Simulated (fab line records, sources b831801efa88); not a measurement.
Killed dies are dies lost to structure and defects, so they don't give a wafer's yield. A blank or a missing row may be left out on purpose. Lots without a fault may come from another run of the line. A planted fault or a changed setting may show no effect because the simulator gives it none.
fab line records | flow sky130
record lots=13 wafers=39 last_day=50
route steps=708 shown FIELD_ISO@1 PWDE@54 NWELL@67
lots that met no fault: from a run of the same line without faults
start_h: hours from the record's first day to the start of the lot's first wafer shown | wait_h: hours since the lot's step before | " the same as in the row above | L1.1+2: a row that stands for several wafers | - no value, or no start given | * or withheld: withheld | < > ~ a bound
route shown NAME@n: a module of which the file shows steps, and the number in the route of the first | usual: mean/standard deviation of fault-free wafers | same: alike in all rows | chamber/n: place in a boat | sites: the reading at each site | _std_site: their standard deviation | _edge_site: outer sites' mean less inner sites' | radius_mm: how far each site lies from the wafer's centre | mask NAME#n: copy n | behind: the tool/chamber that last shaped the wafer | hold: why the lot was held/for how many hours/how that ended | device: the transistor (n, p or np) that didn't switch | end of line: the same wafers' tests at the end of the route | a step without rows: its recipe alone | killed: dies lost to structure and defects at the first sort, not the wafer's yield | map: a wafer's dies, x killed, . not, _ none there
set.NAME: the setting as run; set.NAME@STEP: as run at that earlier step | model.NAME: the simulator's own value behind a step, which no gauge read
steps of the route over a sample of lots; a table a step, a row a wafer
services: from which hour (start_h, from the record's first day; less than 0 if before it) a tool's chamber was out of use, for how many hours, and why
## steps
# step SKY_FIELD_ISO_BOW_MEAS_00
# recipe mode=bow
# usual INCOMING_BOW=-1/6.4
# columns lot.wafer tool chamber start_h wait_h INCOMING_BOW[um]
L217.2 film_metro-04 - 15.02 - -2
L217.3 " - " " 3
L217.6 " - " " 2
L218.2 film_metro-03 - 20.02 - 5
L218.4 " - " " 21
L218.6 " - " " 10
L219.2 film_metro-01 - 25.02 - 8
L219.4 " - " " -1
L219.6 " - " " 0
L220.2 film_metro-01 - 30.02 - 10
L220.4 " - " " -2
L220.5 " - " " -3
L223.2 film_metro-03 - 45.02 - -3
L223.3 " - " " 0
L223.6 " - " " -7
L224.1 film_metro-03 - 50.00 - 6
L224.2 " - " " -6
L224.3 " - " " 9
L226.1 film_metro-01 - 60.00 - -13
L226.2 " - " " 6
L226.3 " - " " -2
L230.1 film_metro-01 - 80.00 - -4
L230.3 " - " " 1
L230.6 " - " " -7
L234.2 film_metro-01 - 100.02 - -7
L234.3 " - " " -7
L234.6 " - " " 4
L235.2 film_metro-03 - 105.02 - 0
L235.5 " - " " -6
L235.6 " - " " 1
L236.1 film_metro-01 - 110.00 - -11
L236.4 " - " " 4
L236.5 " - " " -8
L238.1 film_metro-03 - 120.00 - 4
L238.5 " - " " -1
L238.6 " - " " -5
L239.1 film_metro-03 - 125.00 - -5
L239.3 " - " " 2
L239.6 " - " " 10
# step SKY_FIELD_ISO_THK_MEAS_02
# recipe reads=SiO2_of_FIELD_ISO_OXIDATION_01
# usual FIELD_ISO_OXIDATION_00_THK=12.00/0.19
# columns lot.wafer tool chamber start_h wait_h FIELD_ISO_OXIDATION_00_THK[nm]
L217.2 film_metro-04 - 16.64 0.0 11.94
L217.3 " - " " 11.98
L217.6 " - " " 11.89
L218.2 film_metro-03 - 23.02 0.0 12.13
L218.4 " - " " 12.17
L218.6 " - " " 12.13
L219.2 film_metro-04 - 27.43 0.0 12.28
L219.4 " - " " 12.25
L219.6 " - " " 12.36
L220.2 film_metro-04 - 31.64 0.0 11.78
L220.4 " - " " 12.07
L220.5 " - " " 11.81
L223.2 film_metro-03 - 46.64 0.0 11.74
L223.3 " - " " 11.72
L223.6 " - " " 11.97
L224.1 film_metro-03 - 52.26 0.0 11.93
L224.2 " - " " 12.00
L224.3 " - " " 12.06
L226.1 film_metro-01 - 62.38 0.0 12.44
L226.2 " - " " 12.21
L226.3 " - " " 12.24
L230.1 film_metro-01 - 83.53 0.0 12.15
L230.3 " - " " 12.14
L230.6 " - " " 12.33
L234.2 film_metro-04 - 102.61 0.0 12.32
L234.3 " - " " 12.17
L234.6 " - " " 12.10
L235.2 film_metro-04 - 106.75 0.0 11.73
L235.5 " - " " 11.80
L235.6 " - " " 11.78
L236.1 film_metro-04 - 116.32 0.0 11.63
L236.4 " - " " 11.75
L236.5 " - " " 11.67
L238.1 film_metro-04 - 124.72 0.0 12.00
L238.5 " - " " 12.09
L238.6 " - " " 12.20
L239.1 film_metro-03 - 128.49 0.0 12.00
L239.3 " - " " 11.64
L239.6 " - " " 11.95
# step SKY_FIELD_ISO_ETCH_14
# recipe chemistry=N2/H2 target=BARC ion_energy_ev=200 source_w=500 bias_w=100 pressure_mtorr=30 n2_flow_sccm=100 h2_flow_sccm=200 stop_on=SiO2 time_s=45.9 target_depth_a=600
# usual chamber_pressure_mTorr=30.002/0.028 drypump_motor_current_A=5.58/0.24 oes_product_au=0.855/0.0047 throttle_valve_pct=13.225/0.0098
# columns lot.wafer tool chamber start_h wait_h chamber_pressure_mTorr drypump_motor_current_A oes_product_au rf_hours_counter_h throttle_valve_pct
L217.2 rie_diel-04 1 35.29 0.1 29.997 5.49 0.851 105 13.220
L217.3 " 3 " " 29.978 5.51 0.852 53 13.204
L217.6 " 1 " " 29.985 5.53 0.859 - 13.231
L218.2 rie_diel-03 1 40.89 0.1 29.954 5.94 0.848 10 13.220
L218.4 " 3 " " 29.991 5.47 0.854 - 13.217
L218.6 " 1 " " 29.969 5.92 0.855 - 13.231
L219.2 rie_diel-03 2 44.85 0.1 29.973 5.65 0.859 33 13.237
L219.4 " 3 " " 30.036 5.46 0.860 3 13.237
L219.6 " 3 " " 29.999 5.49 0.855 - 13.213
L220.2 rie_diel-03 3 48.76 0.1 29.981 5.46 0.851 4 13.221
L220.4 " 1 " " 29.994 5.95 0.866 10 13.230
L220.5 " 1 " " 30.016 5.94 0.850 - 13.217
L223.2 rie_diel-04 0 65.56 0.1 29.955 5.30 0.854 34 13.228
L223.3 " 2 " " 29.998 5.46 0.866 0 13.227
L223.6 " 1 " " 30.024 5.51 0.856 - 13.216
L224.1 rie_diel-03 3 69.96 0.1 29.988 5.41 0.856 4 13.236
L224.2 " 1 " " 29.935 5.94 0.859 11 13.219
L224.3 " 2 " " 30.030 5.69 0.853 33 13.234
L226.1 rie_diel-02 2 81.06 0.1 29.979 5.64 0.848 77 13.248
L226.2 " 0 " " 29.988 5.14 0.851 156 13.228
L226.3 " 1 " " 29.972 5.82 0.849 104 13.240
L230.1 rie_diel-03 0 103.49 0.1 29.999 6.04 0.860 44 13.221
L230.3 " 2 " " 29.943 5.65 0.867 34 13.229
L230.6 " 0 " " 30.003 6.05 0.857 - 13.222
L234.2 rie_diel-04 0 122.30 0.1 29.972 5.31 0.858 34 13.240
L234.3 " 2 " " 29.977 5.47 0.852 1 13.226
L234.6 " 2 " " 30.025 5.45 0.849 - 13.222
L235.2 rie_diel-04 3 126.01 0.1 30.012 5.52 0.853 54 13.213
L235.5 " 2 " " 29.989 5.47 0.859 - 13.231
L235.6 " 1 " " 30.006 5.49 0.857 - 13.233
L236.1 rie_diel-02 0 135.99 0.1 30.000 5.12 0.853 157 13.232
L236.4 " 3 " " 30.002 5.49 0.851 83 13.220
L236.5 " 2 " " 30.000 5.66 0.849 - 13.225
L238.1 rie_diel-04 2 148.84 0.1 30.001 5.47 0.861 2 13.221
L238.5 " 1 " " 30.004 5.53 0.858 - 13.219
L238.6 " 0 " " 30.031 5.31 0.851 - 13.224
L239.1 rie_diel-03 0 150.10 0.1 30.009 6.05 0.850 45 13.230
L239.3 " 3 " " 30.000 5.49 0.854 6 13.233
L239.6 " 0 " " 30.050 6.03 0.857 - 13.219
# step SKY_PWDE_STRIP_09
# recipe chemistry=O2/N2 power_w=1400 pressure_mtorr=1500 platen_temp_c=withheld o2_flow_sccm=3000 n2_flow_sccm=300 overash_fraction=0.5
# usual chamber_pressure_mTorr=1500.2/1.5 drypump_motor_current_A=5.8/0.3 oes_product_au=0.723/0.004 strip_time_to_endpoint_s=36.97/0.11
# columns lot.wafer tool chamber start_h wait_h chamber_pressure_mTorr drypump_motor_current_A oes_product_au rf_hours_counter_h strip_time_to_endpoint_s
L217.2 plasma_asher-03 0 73.56 0.1 1500.3 6.0 0.732 39 36.87
L217.3 " 0 " " 1499.2 6.0 0.725 - 36.92
L217.6 " 1 " " 1501.2 5.4 0.722 - 36.81
L218.2 plasma_asher-01 1 80.06 0.1 1497.8 5.6 0.722 42 36.92
L218.4 " 1 " " 1498.3 5.6 0.721 - 36.80
L218.6 " 0 " " 1501.0 6.1 0.725 - 36.88
L219.2 plasma_asher-04 0 84.11 0.1 1501.2 6.2 0.724 40 37.02
L219.4 " 0 " " 1502.9 6.2 0.721 - 37.03
L219.6 " 1 " " 1499.8 5.6 0.730 - 36.97
L220.2 plasma_asher-04 1 89.26 0.1 1499.8 5.5 0.721 41 36.88
L220.4 " 1 " " 1499.2 5.5 0.727 - 36.89
L220.5 " 1 " " 1502.0 5.5 0.723 - 36.81
L223.2 plasma_asher-03 1 109.44 0.1 1500.6 5.4 0.726 43 37.03
L223.3 " 0 " " 1499.3 6.0 0.718 - 36.83
L223.6 " 1 " " 1498.3 5.4 0.724 - 37.01
L224.1 plasma_asher-04 0 114.66 0.1 1499.8 6.2 0.724 43 37.07
L224.2 " 1 " " 1498.3 5.5 0.719 43 36.97
L224.3 " 1 " " 1500.7 5.5 0.715 - 37.03
L226.1 plasma_asher-04 0 124.26 0.1 1500.1 6.2 0.716 45 37.22
L226.2 " 1 " " 1500.3 5.5 0.723 45 37.09
L226.3 " 1 " " 1501.3 5.5 0.717 - 37.20
L230.1 plasma_asher-04 0 150.09 0.1 1502.9 6.2 0.971 47 -
L230.3 " 0 " " 1499.9 6.2 0.966 - -
L230.6 " 0 " " 1500.7 6.1 0.965 - -
L234.2 plasma_asher-01 1 177.61 0.1 1500.6 5.6 0.722 5 36.92
L234.3 " 0 " " 1501.3 6.1 0.720 - 36.84
L234.6 " 1 " " 1502.1 5.6 0.720 - 36.92
L235.2 plasma_asher-03 0 179.76 0.1 1500.3 6.0 0.723 50 36.93
L235.5 " 1 " " 1499.1 5.4 0.723 - 37.00
L235.6 " 0 " " 1501.6 6.0 0.727 - 37.07
L236.1 plasma_asher-01 1 185.64 0.1 1497.2 5.6 0.725 6 37.01
L236.4 " 1 " " 1499.7 5.6 0.730 - 37.06
L236.5 " 1 " " 1500.8 5.6 0.712 - 37.05
L239.1 plasma_asher-01 1 197.69 0.1 1502.4 5.6 0.723 7 36.92
L239.3 " 1 " " 1499.7 5.6 0.716 - 36.88
L239.6 " 1 " " 1503.5 5.6 0.717 - 36.97
L238.1 plasma_asher-01 0 198.81 0.1 1503.8 6.2 0.718 7 36.89
L238.5 " 0 " " 1497.5 6.2 0.728 - 36.82
L238.6 " 1 " " 1501.2 5.5 0.718 - 36.83
# step SKY_NWELL_STRIP_14
# recipe chemistry=O2/N2 power_w=1400 pressure_mtorr=1500 platen_temp_c=withheld o2_flow_sccm=3000 n2_flow_sccm=300 overash_fraction=0.5
# usual chamber_pressure_mTorr=1499.9/1.6 drypump_motor_current_A=5.7/0.38 oes_product_au=0.722/0.0049 strip_time_to_endpoint_s=36.85/0.092
# columns lot.wafer tool chamber start_h wait_h chamber_pressure_mTorr drypump_motor_current_A oes_product_au rf_hours_counter_h strip_time_to_endpoint_s
L217.2 plasma_asher-01 0 90.21 0.1 1500.7 6.1 0.725 43 36.94
L217.3 " 1 " " 1501.5 5.5 0.722 - 36.88
L217.6 " 1 " " 1498.3 5.5 0.720 - 36.79
L218.2 plasma_asher-01 0 96.91 0.1 1502.1 6.1 0.714 43 36.89
L218.4 " 0 " " 1499.8 6.1 0.722 - 36.74
L218.6 " 0 " " 1500.7 6.1 0.722 - 36.97
L219.2 plasma_asher-01 0 102.78 0.1 1500.6 6.1 0.710 44 36.82
L219.4 " 0 " " 1501.8 6.1 0.728 - 36.79
L219.6 " 0 " " 1500.2 6.1 0.720 - 36.83
L220.2 plasma_asher-03 0 106.94 0.1 1499.6 6.0 0.718 42 36.87
L220.4 " 1 " " 1498.4 5.5 0.724 - 36.87
L220.5 " 0 " " 1498.6 6.0 0.722 - 36.89
L223.2 plasma_asher-03 0 127.84 0.1 1500.1 6.0 0.725 45 36.89
L223.3 " 0 " " 1499.8 6.0 0.727 - 36.75
L223.6 " 0 " " 1497.2 6.0 0.721 - 36.91
L224.1 plasma_asher-02 0 132.58 0.1 1499.4 5.8 0.718 30 36.83
L224.2 " 1 " " 1501.0 4.8 0.725 30 36.81
L224.3 " 1 " " 1498.6 4.8 0.720 - 36.78
L226.1 plasma_asher-02 1 143.19 0.1 1499.2 4.8 0.724 31 36.80
L226.2 " 0 " " 1502.6 5.8 0.721 31 36.88
L226.3 " 0 " " 1499.6 5.8 0.722 - 36.77
L230.1 plasma_asher-03 0 171.14 0.1 1498.4 6.0 0.726 49 42.03
L230.3 " 0 " " 1500.9 6.0 0.719 - 42.21
L230.6 " 0 " " 1499.0 6.0 0.727 - 42.08
L234.2 plasma_asher-03 0 199.14 0.1 1500.3 6.0 0.735 52 37.04
L234.3 " 1 " " 1500.7 5.4 0.713 - 37.00
L234.6 " 1 " " 1499.9 5.4 0.726 - 36.97
L235.2 plasma_asher-02 1 202.13 0.1 1500.7 4.8 0.722 37 36.75
L235.5 " 1 " " 1500.8 4.8 0.713 - 36.83
L235.6 " 0 " " 1501.7 5.8 0.725 - 36.72
L236.1 plasma_asher-03 1 208.38 0.1 1498.8 5.4 0.715 52 36.81
L236.4 " 1 " " 1499.2 5.4 0.714 - 36.81
L236.5 " 0 " " 1499.5 6.0 0.730 - 36.85
L239.1 plasma_asher-03 1 219.36 0.1 1499.7 5.4 0.725 53 36.83
L239.3 " 0 " " 1499.7 6.0 0.724 - 36.70
L239.6 " 1 " " 1501.3 5.4 0.720 - 36.88
L238.1 plasma_asher-01 1 220.94 0.1 1501.3 5.6 0.726 9 36.85
L238.5 " 0 " " 1498.9 6.1 0.725 - 36.84
L238.6 " 1 " " 1500.9 5.6 0.728 - 36.87
## services
# columns tool chamber start_h hours kind
rie_diel-04 2 22.79 - clean
rie_diel-04 2 22.79 - consumable_replace:esc
rie_diel-04 2 22.79 19.8 scheduled_down
rie_diel-04 2 22.79 19.8 vent_cycle
rie_diel-03 0 37.94 6.8 repair
rie_diel-02 0 48.02 3.4 repair
rie_diel-03 1 58.33 1.3 repair
plasma_asher-01 - 108.75 9.0 pm
plasma_asher-01 0 108.75 9.0 vent_cycle
plasma_asher-01 1 108.75 9.0 vent_cycle
rie_diel-02 - 109.32 0.2 repair
plasma_asher-01 0 117.75 - clean
plasma_asher-01 1 117.75 - clean
rie_diel-03 0 125.66 1.2 repair
plasma_asher-01 - 127.13 7.5 pm
rie_diel-02 0 145.19 - clean
rie_diel-02 0 145.19 16.1 scheduled_down
rie_diel-02 0 145.19 16.1 vent_cycle
rie_diel-03 2 156.36 8.1 repair
plasma_asher-02 - 170.31 2.8 pm
rie_diel-03 1 194.29 2.9 repair
rie_diel-02 0 208.70 4.7 repair
rie_diel-03 - 220.71 2.8 pm
## key
first_sign step=SKY_PWDE_STRIP_09 reading=oes_product_au direction=up sigmas=61 usual=0.723 struck=0.967
effect step=SKY_NWELL_STRIP_14 reading=strip_time_to_endpoint_s direction=up sigmas=57 usual=* struck=*
met_at SKY_PWDE_STRIP_09
struck_lots L230
sort_left_out L230.1,L230.3,L230.6
tester_left_out L230
not_acting_at SKY_FIELD_ISO_BOW_MEAS_00,SKY_FIELD_ISO_THK_MEAS_02,SKY_FIELD_ISO_ETCH_14
onset_between 124.26 150.09
fault kind=strip_aborted tool=plasma_asher-04 chamber=- onset_h=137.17 steps=SKY_PWDE_STRIP_09 offset=0.42547 end_h=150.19
# tester_left_out: of these lots the tester's yield and bins aren't shown, on N5 and GAA mostly nor the transistor test; their killed dies are dies lost to structure and defects alone, not to doping, threshold or leakage, so they don't give the yield
# sort_left_out: the simulated sort isn't trusted on such a fault, so these wafers' sort isn't shown, and their yield isn't known
